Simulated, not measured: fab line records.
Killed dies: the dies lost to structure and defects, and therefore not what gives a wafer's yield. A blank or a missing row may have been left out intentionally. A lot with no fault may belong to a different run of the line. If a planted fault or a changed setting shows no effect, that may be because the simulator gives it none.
Which of the tools did it? ; flow gf180mcu ; 12 lots, 36 wafers sampled, at 5 steps of a route of 602

WHAT THE GAUGES READ, wafer by wafer
GF_V3_THK_MEAS_03. Usual: V3_CVD_02_THK typically reads 848 nm, with standard deviation 11.
lot;measured;on;V3_CVD_02_THK (nm);flag
L966;day 21 05:38;film-metro-01;853 846 857;
L968;day 21 22:53;film-metro-01;852 855 837;
L970;day 22 21:33;film-metro-01;847 844 864;
L971;day 23 06:00;film-metro-04;839 852 849;
L975;day 24 16:56;film-metro-04;827 829 852;
L976;day 24 23:29;film-metro-02;841 858 855;
L977;day 25 05:30;film-metro-01;850 858 871;
L979;day 26 06:35;film-metro-01;836 843 854;
L986;day 28 03:10;film-metro-02;846 866 863;
L987;day 28 09:56;film-metro-01;846 860 869;
L988;day 28 15:09;film-metro-01;838 854 849;
L989;day 28 21:49;film-metro-01;842 842 845;

GF_M4_RS_MEAS_05: uses a four-point probe to measure. Usual: M4_ALCU_RS typically reads 0.0696 ohm/sq, with standard deviation 0.0008.
lot;measured;on;M4_ALCU_RS (ohm/sq);flag
L966;day 22 07:53;film-metro-02;0.0696 0.0684 0.0699;
L968;day 23 00:53;film-metro-02;0.0699 0.0694 0.0686;
L970;day 23 22:01;film-metro-02;0.0688 0.0697 0.0693;
L971;day 24 06:09;film-metro-04;0.0688 0.0700 0.0691;
L975;day 25 17:00;film-metro-04;0.0690 0.0696 0.0681;
L976;day 25 22:38;film-metro-04;0.0687 0.0679 0.0687;
L977;day 26 04:22;film-metro-04;0.0695 0.0697 0.0697;
L979;day 27 05:02;film-metro-04;0.0696 0.0701 0.0695;
L986;day 29 00:04;film-metro-04;0.0691 0.0695 0.0694;
L987;day 29 07:11;film-metro-02;0.0694 0.0707 0.0701;
L988;day 29 12:18;film-metro-04;0.0683 0.0680 0.0690;
L989;day 29 18:46;film-metro-04;0.0708 0.0704 0.0714;

GF_M4_CD_MEAS_14: target cd 280 nm. Usual: cd-nm at 280.0 nm, with a standard deviation of 1.
lot;measured;on;cd-nm (nm);flag
L966;day 23 07:10;cd-sem-02;282.7 281.1 282.0;
L968;day 23 23:29;cd-sem-02;280.0 279.5 278.1;
L970;day 24 20:46;cd-sem-02;279.1 278.4 279.2;
L971;day 25 04:01;cd-sem-02;281.8 280.7 281.3;
L975;day 26 13:47;cd-sem-01;281.1 280.7 280.8;
L976;day 26 18:56;cd-sem-02;280.2 280.9 279.3;
L977;day 27 00:58;cd-sem-01;280.1 279.5 280.3;
L979;day 28 00:32;cd-sem-02;280.1 279.1 280.7;
L986;day 29 19:23;cd-sem-01;280.4 279.9 280.2;
L987;day 30 01:55;cd-sem-02;281.0 280.5 280.2;
L988;day 30 06:55;cd-sem-02;280.9 279.4 279.1;
L989;day 30 13:00;cd-sem-02;280.9 281.1 280.5;

GF_V4_THK_MEAS_03. Usual: V4_CVD_02_THK typically reads 853 nm, with standard deviation 12.
lot;measured;on;V4_CVD_02_THK (nm);flag
L966;day 23 08:11;film-metro-01;851 860 863;
L968;day 24 00:32;film-metro-04;845 846 863;
L970;day 24 21:45;film-metro-04;869 854 872;
L971;day 25 05:02;film-metro-01;849 849 865;
L975;day 26 14:56;film-metro-01;833 853 857;
L976;day 26 20:04;film-metro-01;876 857 868;
L977;day 27 02:07;film-metro-04;1557 866 863;OFF
L979;day 28 01:40;film-metro-01;835 1530 845;OFF
L986;day 29 20:25;film-metro-01;837 859 849;
L987;day 30 03:01;film-metro-01;825 829 857;
L988;day 30 07:54;film-metro-01;841 838 861;
L989;day 30 13:59;film-metro-01;848 852 848;

EACH LOT AND THE TOOL THAT RAN IT (in order: tool; ch and the chambers of the sampled wafers; start)
lot;GF_V4_CVD_02
L966;pecvd-02 ch 1,2, day 23 08:04
L968;pecvd-02 ch 1,2, day 24 00:26
L970;pecvd-01 ch 0,1,2, day 24 21:40
L971;pecvd-01 ch 1,2, day 25 04:57
L975;pecvd-02 ch 1,2, day 26 14:50
L976;pecvd-02 ch 1,2, day 26 19:58
L977;pecvd-02 ch 1,2, day 27 02:00
L979;pecvd-02 ch 0,1,2, day 28 01:36
L986;pecvd-01 ch 0,1,2, day 29 20:22
L987;pecvd-01 ch 0,1,2, day 30 02:52
L988;pecvd-01 ch 0,1, day 30 07:49
L989;pecvd-03 ch 0,1,2, day 30 13:55
- GF_V4_CVD_02: deposits SiO2 from TEOS, target thk 850 nm, time 94.851 s.

WHAT THE TOOLS THEMSELVES READ (means of the sampled wafers that have a number; where no wafer has one, the mark that the record gives instead)
GF_V4_CVD_02. Usual: heater-power-w 724 W, standard deviation 130; rf-fwd-power-W 596.5 W, standard deviation 2.2.
lot;tool;heater-power-w (W);rf-fwd-power-W (W);flag
L966;pecvd-02;767;598.4;
L968;pecvd-02;757;598.9;
L970;pecvd-01;588;597.6;
L971;pecvd-01;660;596.7;
L975;pecvd-02;817;592.2;
L976;pecvd-02;870;596.5;
L977;pecvd-02;729;597.3;
L979;pecvd-02;838;597.5;
L986;pecvd-01;592;596.2;
L987;pecvd-01;656;595.7;
L988;pecvd-01;624;595.9;
L989;pecvd-03;741;596.0;

THE ANSWER, worked out from the rows above alone
Rule: a lot counts as off when the mean over its wafers that have a number is more than 3 standard deviations away from the usual mean. Also off: a lot with no number at a reading for which 4 or more lots have one. Any other lot the step has rows for is counted as sound. First the gauges in route order, then the tools' own readings, where a lot's mean is used as printed above. At the first step where some lot is off, the reading lying furthest off is the one used; lots without a number count as furthest.
Off: L977, L979, seen at GF_V4_THK_MEAS_03 (V4_CVD_02_THK).
If a tool, at a process step before that reading, ran all the lots that are off and no sound lot after the first of them, it fits. Those tools and the gauges at GF_V4_THK_MEAS_03 are tried in the same way. One candidate fits, namely pecvd-02 at GF_V4_CVD_02. Its last sound lot is L976 (day 26 19:58), its first lot that is off L977 (day 27 02:00): a fault that began between those two fits.

WHAT THE SIMULATOR HAD PUT IN
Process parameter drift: pecvd-02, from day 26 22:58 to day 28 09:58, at GF_V4_CVD_02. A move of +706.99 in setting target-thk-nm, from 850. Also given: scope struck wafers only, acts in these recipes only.
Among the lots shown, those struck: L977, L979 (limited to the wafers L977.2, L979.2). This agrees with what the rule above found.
